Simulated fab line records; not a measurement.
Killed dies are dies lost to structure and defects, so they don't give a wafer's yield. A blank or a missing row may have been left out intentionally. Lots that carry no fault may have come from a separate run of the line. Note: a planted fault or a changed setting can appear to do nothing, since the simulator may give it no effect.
Comparing a struck lot with a sound one | flow gf180mcu | 18 steps out of a route of 602
Sound: the wafers L394.1, L394.3, L394.6. Struck: wafers L408.1, L408.3, L408.6. At the end, the cause is stated.
Each step with rows lists, per side, the tool, then ch with its chambers, then its first start. Under that, the readings that differ: sound wafers | struck wafers | difference of the means | sigmas: that difference in standard deviations of wafers without a fault.
alike: readings whose means differ by less than 2 such deviations, and words and numbers that are the same on both sides. not compared: withheld readings, readings that some wafer has no value for, bounds like >300 that may hide the same value, and numbers for which the record gives no deviation and whose values overlap.
Wherever a step has rows on one side only, a row that says differs or no value, or a row with sigmas, the two part there. Numbers that don't overlap but have no deviation are shown without sigmas and don't part them. A reading missing from all wafers of one side parts the sides only when that side holds two or more wafers.

first, 3 steps without rows for these wafers: GF_NSD_EXPOSE_04 (exposes mask Nplus, target cd 400 nm); GF_NSD_PEB_05; GF_NSD_DEVELOP_06 (develop time 60 s).
GF_NSD_CD_MEAS_07: the cd target is 400 nm.
  sound: cdSem-02 at day 13 18:37; struck: cdSem-02 at day 19 07:51
  alike: cdNm
GF_NSD_OVL_MEAS_08:
  sound: overlay-01 at day 13 18:44; struck: overlay-02 at day 19 07:58
  alike: NSD_OVL
then, 2 steps without rows for these wafers: GF_NSD_IMPLANT_09; GF_NSD_IMPLANT_10.
GF_NSD_STRIP_11: strips in O2/N2.
  sound on plasmaAsher-01 ch 0,1, day 13 19:05; struck on plasmaAsher-02 ch 0, day 19 08:19
  alike: drypumpMotorCurrentA, heaterPowerW, oesProductAu, stripTimeToEndpointS
  not compared: rfHoursCounterH
GF_NSD_TW_MEAS_12:
  sound: filmMetro-03 at day 13 19:11; struck: filmMetro-04 at day 19 08:25
  alike: NSD_TW
then, 3 steps without rows for these wafers: GF_PSD_DEHYDRATE_00 (time 60 s); GF_PSD_HMDS_01 (prime time 60 s); GF_PSD_COAT_02 (resist thk 1000 nm).
GF_PSD_SOFTBAKE_03: time 60 s.
  sound on lithoTrack-02 ch 0, day 14 05:24; struck on lithoTrack-04 ch 0, day 19 20:28
reading               | sound             | struck            | difference | sigmas
heaterPowerTotalW (W) | 56.63 56.56 56.62 | 61.91 61.92 61.96 | +5.33      | +99 or more
runLengthS (s)        | 88.77 88.73 88.76 | 75.15 75.16 75.02 | -13.64     | -52
then, 2 steps without rows for these wafers: GF_PSD_EXPOSE_04 (exposes mask Pplus, target cd 400 nm); GF_PSD_PEB_05.
GF_PSD_DEVELOP_06: develop time 60 s.
  sound on lithoTrack-02 ch 0, day 14 15:15; struck on lithoTrack-04 ch 0, day 20 08:55
  not compared: model.NOVOLAK_of_PSD_COAT_02.thkNm
GF_PSD_CD_MEAS_07: the cd target is 400 nm.
  sound: cdSem-01 at day 14 15:24; struck: cdSem-01 at day 20 09:04
  alike: cdNm
-- the record jumps here: 13 days lie between the struck wafers' starts before and after (it left off in module PSD and takes up again in module PASSIVATION, whose first step shown is number 602 of the route) --
GF_PASSIVATION_PROBE_99:
  record: rows for the struck wafers here (prober-02, day 33 17:26), none for the sound ones

## WHERE THEY PART
Last at GF_PASSIVATION_PROBE_99 as far as this record goes, first at GF_PSD_SOFTBAKE_03.

WHY: what the simulator had put in
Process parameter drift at GF_PSD_SOFTBAKE_03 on lithoTrack-04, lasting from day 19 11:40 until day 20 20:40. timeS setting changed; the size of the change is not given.
